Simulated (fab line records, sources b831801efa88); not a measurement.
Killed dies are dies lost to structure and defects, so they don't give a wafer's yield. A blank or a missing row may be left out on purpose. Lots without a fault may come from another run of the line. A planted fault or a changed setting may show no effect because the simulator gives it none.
One fault seen from 2 desks | flow gf180mcu | each desk has only its own numbers; what lay behind them comes last

THE TOOL OWNER'S DESK: pvd_sputter-01
The tool's own readings at GF_M4_SPUTTER_00 (material Ti, target thk 37.5 nm, time 150 s): means of the sampled wafers that have a number, for each lot that ran on this tool. A lot is out of limits, marked OUT, if its mean lies more than 4 standard deviations from the usual mean; the brackets give that distance.
Columns: A = throttle_valve_pct at GF_M4_SPUTTER_00, usual 29.8 %
lot  | first seen here | A
L686 | day 22 19:22    | 29.7
L687 | day 23 01:14    | 29.7
L692 | day 24 22:55    | 29.1
L700 | day 27 20:02    | 28.8
L702 | day 28 04:20    | 29.0
L708 | day 29 17:47    | 29.2
This desk's finding: nothing out of limits on any of the 6 lots.

THE METROLOGY DESK
What the gauges read, lot by lot, whatever tool the lot ran on: means of the sampled wafers that have a number. A lot is out of limits, marked OUT, if its mean lies more than 4 standard deviations from the usual mean; the brackets give that distance.
Columns: A = V5_W_RS at GF_V5_RS_MEAS_24, usual 0.326 ohm/sq
lot  | first seen here | A
L685 | day 27 04:23    | 0.328
L686 | day 27 14:25    | 0.331
L687 | day 27 20:17    | 0.323
L688 | day 28 14:46    | 0.330
L692 | day 29 09:34    | 0.326
L694 | day 29 23:44    | 0.325
L699 | day 31 12:41    | 0.329
L700 | day 31 22:38    | 0.320
L701 | day 32 00:40    | 0.322
L702 | day 32 06:19    | 0.328
L703 | day 32 13:37    | 0.324
L704 | day 32 15:56    | 0.322
L708 | day 33 13:53    | 0.328
This desk's finding: nothing out of limits on any of the 13 lots.

PUT TOGETHER
The tool owner's desk saw nothing out of limits.
The metrology desk saw nothing out of limits.

WHAT THE SIMULATOR HAD PUT IN
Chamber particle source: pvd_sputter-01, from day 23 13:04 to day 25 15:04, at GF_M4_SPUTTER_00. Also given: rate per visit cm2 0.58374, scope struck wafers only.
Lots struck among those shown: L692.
